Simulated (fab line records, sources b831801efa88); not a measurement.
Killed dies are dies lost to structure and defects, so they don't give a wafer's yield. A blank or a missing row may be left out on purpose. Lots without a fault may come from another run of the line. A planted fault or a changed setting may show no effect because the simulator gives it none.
fab line records | flow sky130
record lots=24 wafers=72 last_day=50
route steps=708 shown POLY_GATE@228 SD_P@331 LI_CONTACT@381 VIA3@585 METAL5@677 PAD_OPEN@707
lots that met no fault: from a run of the same line without faults
start_h: hours from the record's first day to the start of the lot's first wafer shown | wait_h: hours since the lot's step before | " the same as in the row above | L1.1+2: a row that stands for several wafers | - no value, or no start given | * or withheld: withheld | < > ~ a bound
route shown NAME@n: a module of which the file shows steps, and the number in the route of the first | usual: mean/standard deviation of fault-free wafers | same: alike in all rows | chamber/n: place in a boat | sites: the reading at each site | _std_site: their standard deviation | _edge_site: outer sites' mean less inner sites' | radius_mm: how far each site lies from the wafer's centre | mask NAME#n: copy n | behind: the tool/chamber that last shaped the wafer | hold: why the lot was held/for how many hours/how that ended | device: the transistor (n, p or np) that didn't switch | end of line: the same wafers' tests at the end of the route | a step without rows: its recipe alone | killed: dies lost to structure and defects at the first sort, not the wafer's yield | map: a wafer's dies, x killed, . not, _ none there
set.NAME: the setting as run; set.NAME@STEP: as run at that earlier step | model.NAME: the simulator's own value behind a step, which no gauge read
steps of the route over a sample of lots; a table a step, a row a wafer
services: from which hour (start_h, from the record's first day; less than 0 if before it) a tool's chamber was out of use, for how many hours, and why
## steps
# step SKY_POLY_GATE_OVL_MEAS_14
# usual POLY_GATE_OVL=-1/5.2
# columns lot.wafer tool chamber start_h wait_h POLY_GATE_OVL[nm]
L074.1 overlay-01 - 366.72 0.1 0
L074.3 " - " " 4
L074.4 " - " " 0
L075.4 overlay-02 - 374.72 0.1 -11
L075.5 " - " " -7
L075.6 " - " " -14
L076.3 overlay-01 - 389.23 0.1 4
L076.5 " - " " 1
L076.6 " - " " 3
L077.1 overlay-02 - 392.40 0.1 4
L077.5 " - " " 8
L077.6 " - " " 1
L079.1 overlay-02 - 417.62 0.1 2
L079.2 " - " " -10
L079.6 " - " " -6
L078.2 overlay-01 - 418.11 0.1 3
L078.3 " - " " 0
L078.5 " - " " 7
L080.1 overlay-01 - 424.86 0.1 0
L080.3 " - " " -4
L080.4 " - " " 1
L081.1 overlay-01 - 434.27 0.1 -9
L081.3 " - " " -5
L081.4 " - " " -8
L082.3 overlay-01 - 443.82 0.1 -1
L082.5 " - " " 0
L082.6 " - " " 3
L083.2 overlay-01 - 462.91 0.1 -4
L083.3 " - " " -3
L083.4 " - " " -1
L085.2 overlay-01 - 466.07 0.1 0
L085.3 " - " " -4
L085.4 " - " " 0
L084.2 overlay-01 - 469.01 0.1 0
L084.4 " - " " -1
L084.5 " - " " -1
L086.2 overlay-01 - 471.57 0.1 6
L086.4 " - " " 8
L086.5 " - " " 4
L087.1 overlay-01 - 488.20 0.1 1
L087.3 " - " " 0
L087.5 " - " " -1
L088.3 overlay-01 - 498.28 0.1 6
L088.4 " - " " 13
L088.5 " - " " 5
L089.1 overlay-01 - 512.25 0.1 1
L089.2 " - " " -4
L089.4 " - " " -8
L090.2 overlay-01 - 514.76 0.1 1
L090.3 " - " " 1
L090.6 " - " " 6
L091.1 overlay-01 - 526.61 0.1 -7
L091.4 " - " " 1
L091.5 " - " " -14
L092.3 overlay-01 - 532.12 0.1 -1
L092.4 " - " " -3
L092.5 " - " " -1
L093.1 overlay-02 - 535.35 0.1 -3
L093.2 " - " " -8
L093.5 " - " " -6
L094.1 overlay-01 - 542.06 0.1 6
L094.5 " - " " 8
L094.6 " - " " 2
L095.1 overlay-02 - 545.55 0.1 -3
L095.3 " - " " 2
L095.4 " - " " 3
L096.1 overlay-01 - 560.05 0.1 9
L096.2 " - " " -2
L096.5 " - " " 10
L097.2 overlay-02 - 572.56 0.1 -4
L097.4 " - " " -8
L097.6 " - " " -9
# step SKY_SD_P_TW_MEAS_11
# usual SD_P_TW=2812/18
# columns lot.wafer tool chamber start_h wait_h SD_P_TW
L074.1 film_metro-02 - 584.45 0.1 2795
L074.3 " - " " 2794
L074.4 " - " " 2807
L075.4 film_metro-02 - 589.58 0.1 2779
L075.5 " - " " 2803
L075.6 " - " " 2801
L076.3 film_metro-03 - 606.74 0.1 2797
L076.5 " - " " 2820
L076.6 " - " " 2802
L077.1 film_metro-02 - 611.24 0.1 2812
L077.5 " - " " 2805
L077.6 " - " " 2821
L078.2 film_metro-03 - 635.03 0.1 2804
L078.3 " - " " 2808
L078.5 " - " " 2810
L079.1 film_metro-03 - 636.62 0.1 2819
L079.2 " - " " 2799
L079.6 " - " " 2800
L080.1 film_metro-04 - 640.55 0.1 2811
L080.3 " - " " 2823
L080.4 " - " " 2836
L081.1 film_metro-02 - 647.77 0.1 2804
L081.3 " - " " 2804
L081.4 " - " " 2803
L082.3 film_metro-03 - 662.39 0.1 2782
L082.5 " - " " 2797
L082.6 " - " " 2796
L083.2 film_metro-03 - 675.13 0.1 2826
L083.3 " - " " 2801
L083.4 " - " " 2806
L085.2 film_metro-04 - 683.10 0.1 2820
L085.3 " - " " 2819
L085.4 " - " " 2834
L084.2 film_metro-03 - 683.11 0.1 2814
L084.4 " - " " 2812
L084.5 " - " " 2807
L086.2 film_metro-03 - 687.00 0.1 2812
L086.4 " - " " 2803
L086.5 " - " " 2810
L087.1 film_metro-03 - 701.05 0.1 2806
L087.3 " - " " 2789
L087.5 " - " " 2816
L088.3 film_metro-03 - 709.46 0.1 2815
L088.4 " - " " 2799
L088.5 " - " " 2809
L089.1 film_metro-03 - 719.52 0.1 2811
L089.2 " - " " 2809
L089.4 " - " " 2819
L090.2 film_metro-03 - 725.10 0.1 2812
L090.3 " - " " 2807
L090.6 " - " " 2796
L091.1 film_metro-03 - 731.50 0.1 2799
L091.4 " - " " 2785
L091.5 " - " " 2809
L092.3 film_metro-04 - 738.74 0.1 2836
L092.4 " - " " 2850
L092.5 " - " " 2824
L093.1 film_metro-03 - 740.97 0.1 2809
L093.2 " - " " 2830
L093.5 " - " " 2800
L094.1 film_metro-04 - 744.35 0.1 2856
L094.5 " - " " 2865
L094.6 " - " " 2867
L095.1 film_metro-02 - 751.25 0.1 2788
L095.3 " - " " 2794
L095.4 " - " " 2794
L096.1 film_metro-02 - 764.67 0.1 2798
L096.2 " - " " 2805
L096.5 " - " " 2805
L097.2 film_metro-04 - 780.41 0.1 2848
L097.4 " - " " 2856
L097.6 " - " " 2846
# step SKY_LI_CONTACT_SPUTTER_19
# recipe material=Ti target_thk_nm=20 chamber_pressure_pa=5 power_w=2500 substrate_temp_c=200 time_s=106.37
# usual throttle_valve_pct=30.1/0.98
# columns lot.wafer tool chamber start_h wait_h throttle_valve_pct
L074.1 pvd_sputter-04 - 672.98 0.0 29.4
L074.3 " - " " 29.6
L074.4 " - " " 30.4
L075.4 pvd_sputter-02 - 677.66 0.0 28.6
L075.5 " - " " 31.5
L075.6 " - " " 29.9
L076.3 pvd_sputter-03 - 695.03 0.0 29.9
L076.5 " - " " 31.7
L076.6 " - " " 31.3
L077.1 pvd_sputter-04 - 698.46 0.0 29.6
L077.5 " - " " 29.7
L077.6 " - " " 29.7
L078.2 pvd_sputter-02 - 721.03 0.0 30.2
L078.3 " - " " 31.3
L078.5 " - " " 28.6
L079.1 pvd_sputter-03 - 723.93 0.0 29.4
L079.2 " - " " 29.5
L079.6 " - " " 29.7
L080.1 pvd_sputter-03 - 727.41 0.0 31.4
L080.3 " - " " 29.6
L080.4 " - " " 31.3
L081.1 pvd_sputter-04 - 733.65 0.0 30.5
L081.3 " - " " 29.5
L081.4 " - " " 29.6
L082.3 pvd_sputter-03 - 748.73 0.0 31.1
L082.5 " - " " 29.8
L082.6 " - " " 29.8
L083.2 pvd_sputter-02 - 759.46 0.0 31.2
L083.3 " - " " 31.4
L083.4 " - " " 28.6
L085.2 pvd_sputter-04 - 767.64 0.0 29.5
L085.3 " - " " 30.5
L085.4 " - " " 28.7
L084.2 pvd_sputter-02 - 769.41 0.0 29.7
L084.4 " - " " 31.3
L084.5 " - " " 28.9
L086.2 pvd_sputter-03 - 770.34 0.0 29.8
L086.4 " - " " 29.6
L086.5 " - " " 31.6
L087.1 pvd_sputter-04 - 785.44 0.0 28.7
L087.3 " - " " 30.6
L087.5 " - " " 29.3
L088.3 pvd_sputter-04 - 793.11 0.0 29.6
L088.4 " - " " 29.7
L088.5 " - " " 29.5
L089.1 pvd_sputter-03 - 802.98 0.0 29.8
L089.2 " - " " 29.5
L089.4 " - " " 31.3
L090.2 pvd_sputter-02 - 808.54 0.0 29.9
L090.3 " - " " 31.4
L090.6 " - " " 30.0
L091.1 pvd_sputter-03 - 814.28 0.0 31.5
L091.4 " - " " 31.5
L091.5 " - " " 29.4
L092.3 pvd_sputter-03 - 821.11 0.0 29.5
L092.4 " - " " 31.4
L092.5 " - " " 29.4
L093.1 pvd_sputter-04 - 823.79 0.0 29.4
L093.2 " - " " 30.5
L093.5 " - " " 29.7
L094.1 pvd_sputter-03 - 826.21 0.0 29.5
L094.5 " - " " 31.3
L094.6 " - " " 31.3
L095.1 pvd_sputter-03 - 833.26 0.0 31.7
L095.3 " - " " 29.9
L095.4 " - " " 31.4
L096.1 pvd_sputter-04 - 844.98 0.0 30.3
L096.2 " - " " 29.5
L096.5 " - " " 28.8
L097.2 pvd_sputter-03 - 861.89 0.0 31.5
L097.4 " - " " 31.6
L097.6 " - " " 31.3
# step SKY_VIA3_CD_MEAS_12
# recipe target_cd_nm=200
# usual cd_nm=200.0/1.3
# columns lot.wafer tool chamber start_h wait_h cd_nm
L074.1 cd_sem-01 - 925.90 - 203.2
L074.3 " - " " 202.9
L074.4 " - " " 202.9
L075.4 cd_sem-02 - 927.09 - 200.4
L075.5 " - " " 200.9
L075.6 " - " " 199.9
L076.3 cd_sem-01 - 945.22 - 203.1
L076.5 " - " " 202.5
L076.6 " - " " 202.8
L077.1 cd_sem-01 - 948.01 - 199.9
L077.5 " - " " 200.1
L077.6 " - " " 199.9
L078.2 cd_sem-01 - 967.48 - 199.8
L078.3 " - " " 201.1
L078.5 " - " " 200.2
L079.1 cd_sem-02 - 968.93 - 200.6
L079.2 " - " " 200.2
L079.6 " - " " 199.1
L080.1 cd_sem-02 - 973.13 - 197.8
L080.3 " - " " 196.5
L080.4 " - " " 199.0
L081.1 cd_sem-01 - 977.90 - 198.3
L081.3 " - " " 198.3
L081.4 " - " " 200.0
L082.3 cd_sem-02 - 988.05 - 200.0
L082.5 " - " " 200.6
L082.6 " - " " 200.1
L083.2 cd_sem-01 - 1001.38 - 199.3
L083.3 " - " " 199.5
L083.4 " - " " 199.1
L085.2 cd_sem-01 - 1008.07 - 201.1
L085.3 " - " " 199.5
L085.4 " - " " 201.1
L084.2 cd_sem-02 - 1009.30 - 198.9
L084.4 " - " " 199.8
L084.5 " - " " 199.1
L086.2 cd_sem-01 - 1009.38 - 198.4
L086.4 " - " " 200.0
L086.5 " - " " 198.7
L087.1 cd_sem-01 - 1024.18 - 201.2
L087.3 " - " " 201.1
L087.5 " - " " 200.4
L088.3 cd_sem-01 - 1030.52 - 200.2
L088.4 " - " " 200.5
L088.5 " - " " 200.0
L089.1 cd_sem-02 - 1036.16 - 198.9
L089.2 " - " " 199.6
L089.4 " - " " 199.7
L090.2 cd_sem-01 - 1042.23 - 199.8
L090.3 " - " " 200.2
L090.6 " - " " 199.9
L091.1 cd_sem-01 - 1048.38 - 198.7
L091.4 " - " " 199.7
L091.5 " - " " 198.4
L092.3 cd_sem-02 - 1053.32 - 200.0
L092.4 " - " " 200.3
L092.5 " - " " 199.6
L093.1 cd_sem-01 - 1056.15 - 200.7
L093.2 " - " " 201.9
L093.5 " - " " 200.1
L094.1 cd_sem-01 - 1058.86 - 199.6
L094.5 " - " " 200.4
L094.6 " - " " 200.0
L095.1 cd_sem-02 - 1061.76 - 198.0
L095.3 " - " " 198.0
L095.4 " - " " 198.3
L096.1 cd_sem-01 - 1073.55 - 200.0
L096.2 " - " " 199.8
L096.5 " - " " 200.0
L097.2 cd_sem-02 - 1085.52 - 199.7
L097.4 " - " " 200.3
L097.6 " - " " 200.7
# step SKY_METAL5_STRIP_16
# recipe chemistry=O2/N2 power_w=1400 pressure_mtorr=1500 platen_temp_c=withheld o2_flow_sccm=3000 n2_flow_sccm=300 overash_fraction=0.5
# usual drypump_motor_current_A=5.9/0.54 oes_product_au=0.710/0.0051 strip_time_to_endpoint_s=13.07/0.15
# columns lot.wafer tool chamber start_h wait_h drypump_motor_current_A oes_product_au rf_hours_counter_h strip_time_to_endpoint_s
L074.1 plasma_asher-03 0 1026.52 0.2 5.8 0.707 91 12.79
L074.3 " 1 " " 5.5 0.708 - 13.04
L074.4 " 0 " " 5.7 0.712 - 12.81
L075.4 plasma_asher-01 1 1027.12 0.1 6.3 0.709 - 13.22
L075.5 " 1 " " 6.3 0.715 - 13.49
L075.6 " 0 " " 4.8 0.715 - 13.22
L076.3 plasma_asher-04 0 1043.08 0.1 6.5 0.705 - 12.94
L076.5 " 1 " " 6.2 0.708 - 12.93
L076.6 " 0 " " 6.5 0.713 - 12.94
L077.1 plasma_asher-03 0 1045.42 0.2 5.7 0.707 94 12.80
L077.5 " 0 " " 5.7 0.719 - 13.04
L077.6 " 1 " " 5.5 0.711 - 12.77
L078.2 plasma_asher-01 1 1063.12 0.2 6.3 0.705 33 13.05
L078.3 " 0 " " 4.8 0.705 - 13.11
L078.5 " 1 " " 6.3 0.707 - 13.16
L079.1 plasma_asher-04 0 1064.50 0.2 6.5 0.714 62 13.20
L079.2 " 1 " " 6.2 0.712 62 13.20
L079.6 " 0 " " 6.5 0.716 - 13.15
L080.1 plasma_asher-03 1 1069.42 0.2 5.5 0.708 97 12.99
L080.3 " 0 " " 5.7 0.708 - 13.02
L080.4 " 1 " " 5.5 0.714 - 13.22
L081.1 plasma_asher-04 1 1073.33 0.2 6.2 0.718 63 13.19
L081.3 " 1 " " 6.2 0.698 - 13.12
L081.4 " 0 " " 6.4 0.715 - 13.28
L082.3 plasma_asher-04 1 1081.73 0.1 6.2 0.720 - 13.10
L082.5 " 0 " " 6.5 0.711 - 12.82
L082.6 " 1 " " 6.2 0.711 - 13.00
L083.2 plasma_asher-03 1 1095.15 0.2 5.5 0.709 99 13.08
L083.3 " 0 " " 5.7 0.705 - 13.18
L083.4 " 1 " " 5.5 0.720 - 12.88
L085.2 plasma_asher-03 0 1099.87 0.2 5.7 0.711 100 13.19
L085.3 " 1 " " 5.5 0.710 - 13.25
L085.4 " 0 " " 5.7 0.710 - 13.21
L084.2 plasma_asher-04 1 1101.32 0.2 6.2 0.704 66 13.19
L084.4 " 1 " " 6.2 0.712 - 13.08
L084.5 " 0 " " 6.5 0.705 - 13.20
L086.2 plasma_asher-01 1 1101.58 0.2 6.2 0.711 36 13.22
L086.4 " 1 " " 6.2 0.712 - 13.08
L086.5 " 1 " " 6.2 0.714 - 13.20
L087.1 plasma_asher-04 0 1113.30 0.2 6.5 0.706 67 13.15
L087.3 " 1 " " 6.2 0.713 - 13.13
L087.5 " 0 " " 6.5 0.710 - 13.08
L088.3 plasma_asher-01 0 1119.70 0.1 4.8 0.702 - 13.30
L088.4 " 1 " " 6.3 0.713 - 13.32
L088.5 " 0 " " 4.8 0.712 - 13.24
L089.1 plasma_asher-03 1 1125.30 0.2 5.5 0.703 102 12.95
L089.2 " 0 " " 5.8 0.703 102 13.14
L089.4 " 1 " " 5.4 0.721 - 13.15
L090.2 plasma_asher-04 1 1130.80 0.2 6.2 0.715 69 12.96
L090.3 " 1 " " 6.2 0.708 - 13.02
L090.6 " 1 " " 6.2 0.720 - 13.18
L091.1 plasma_asher-04 1 1134.18 0.2 6.2 0.715 69 13.03
L091.4 " 0 " " 6.5 0.709 - 12.99
L091.5 " 0 " " 6.5 0.708 - 13.05
L092.3 plasma_asher-04 1 1139.73 0.1 6.2 0.710 - 12.84
L092.4 " 0 " " 6.5 0.714 - 13.12
L092.5 " 1 " " 6.2 0.702 - 12.98
L093.1 plasma_asher-03 1 1142.67 0.2 5.5 0.702 104 12.99
L093.2 " 0 " " 5.7 0.714 104 12.95
L093.5 " 1 " " 5.5 0.699 - 13.08
L094.1 plasma_asher-04 1 1144.27 0.2 6.2 0.711 70 13.02
L094.5 " 1 " " 6.2 0.715 - 12.87
L094.6 " 0 " " 6.5 0.712 - 13.03
L095.1 plasma_asher-04 0 1147.28 0.2 6.5 0.710 70 12.81
L095.3 " 1 " " 6.2 0.712 - 12.87
L095.4 " 0 " " 6.5 0.710 - 13.07
L096.1 plasma_asher-01 0 1156.67 0.2 4.8 0.709 42 12.94
L096.2 " 1 " " 6.2 0.708 42 13.04
L096.5 " 0 " " 4.8 0.705 - 13.07
L097.2 plasma_asher-01 0 1167.17 0.2 4.8 0.712 43 13.24
L097.4 " 1 " " 6.2 0.712 - 13.24
L097.6 " 1 " " 6.2 0.715 - 13.24
# step SKY_PAD_OPEN_BOW_MEAS_13
# recipe mode=bow
# usual PAD_OPEN_BOW=49/9.2
# columns lot.wafer tool chamber start_h wait_h PAD_OPEN_BOW[um]
L074.1 film_metro-01 - 1072.91 - 73
L074.3 " - " " 56
L074.4 " - " " 54
L075.4 film_metro-03 - 1074.47 - 53
L075.5 " - " " 67
L075.6 " - " " 65
L076.3 film_metro-03 - 1088.35 - 48
L076.5 " - " " 57
L076.6 " - " " 49
L077.1 film_metro-03 - 1090.94 - 47
L077.5 " - " " 46
L077.6 " - " " 44
L078.2 film_metro-01 - 1107.49 - 42
L078.3 " - " " 42
L078.5 " - " " 46
L079.1 film_metro-03 - 1109.01 - 58
L079.2 " - " " 51
L079.6 " - " " 58
L080.1 film_metro-04 - 1113.09 - 60
L080.3 " - " " 58
L080.4 " - " " 56
L081.1 film_metro-01 - 1116.59 - 50
L081.3 " - " " 63
L081.4 " - " " 33
L082.3 film_metro-03 - 1125.34 - 55
L082.5 " - " " 49
L082.6 " - " " 57
L083.2 film_metro-03 - 1137.36 - 61
L083.3 " - " " 57
L083.4 " - " " 44
L085.2 film_metro-03 - 1142.03 - 59
L085.3 " - " " 52
L085.4 " - " " 53
L084.2 film_metro-04 - 1143.88 - 48
L084.4 " - " " 41
L084.5 " - " " 45
L086.2 film_metro-04 - 1144.23 - 51
L086.4 " - " " 46
L086.5 " - " " 38
L087.1 film_metro-04 - 1154.22 - 62
L087.3 " - " " 64
L087.5 " - " " 69
L088.3 film_metro-03 - 1159.78 - 45
L088.4 " - " " 45
L088.5 " - " " 51
L089.1 film_metro-04 - 1165.19 - 55
L089.2 " - " " 47
L089.4 " - " " 56
L090.2 film_metro-01 - 1170.50 - 48
L090.3 " - " " 48
L090.6 " - " " 51
L091.1 film_metro-04 - 1173.14 - 51
L091.4 " - " " 61
L091.5 " - " " 67
L092.3 film_metro-04 - 1177.94 - 48
L092.4 " - " " 43
L092.5 " - " " 27
L093.1 film_metro-01 - 1179.97 - 48
L093.2 " - " " 48
L093.5 " - " " 50
L094.1 film_metro-01 - 1182.48 - 38
L094.5 " - " " 40
L094.6 " - " " 38
L095.1 film_metro-03 - 1184.44 - 61
L095.3 " - " " 49
L095.4 " - " " 43
L096.1 film_metro-03 - 1192.37 - 36
L096.2 " - " " 37
L096.5 " - " " 40
L097.2 film_metro-03 - 1201.30 - 37
L097.4 " - " " 32
L097.6 " - " " 38
## services
# columns tool chamber start_h hours kind
plasma_asher-04 - 729.52 6.2 repair
pvd_sputter-04 - 730.41 1.4 repair
plasma_asher-04 - 731.12 1.5 repair
plasma_asher-01 - 733.75 9.0 pm
pvd_sputter-03 - 739.85 7.9 repair
pvd_sputter-02 - 745.38 4.1 repair
plasma_asher-04 - 759.80 0.3 repair
plasma_asher-01 - 782.45 0.7 repair
plasma_asher-03 - 794.89 1.0 repair
pvd_sputter-03 - 796.67 6.1 repair
pvd_sputter-04 - 800.11 2.0 repair
plasma_asher-01 - 827.52 0.8 repair
pvd_sputter-03 - 900.76 2.5 repair
pvd_sputter-02 - 914.11 4.6 repair
plasma_asher-03 - 917.47 2.8 pm
plasma_asher-03 - 925.61 3.3 repair
plasma_asher-04 - 928.03 14.6 pm
pvd_sputter-03 - 941.79 0.7 repair
plasma_asher-03 - 942.18 14.6 pm
plasma_asher-01 - 963.90 14.4 repair
pvd_sputter-04 - 966.98 1.2 repair
pvd_sputter-03 - 1078.05 0.8 repair
plasma_asher-03 - 1109.14 3.1 repair
plasma_asher-04 - 1156.23 3.4 repair
## key
fault none
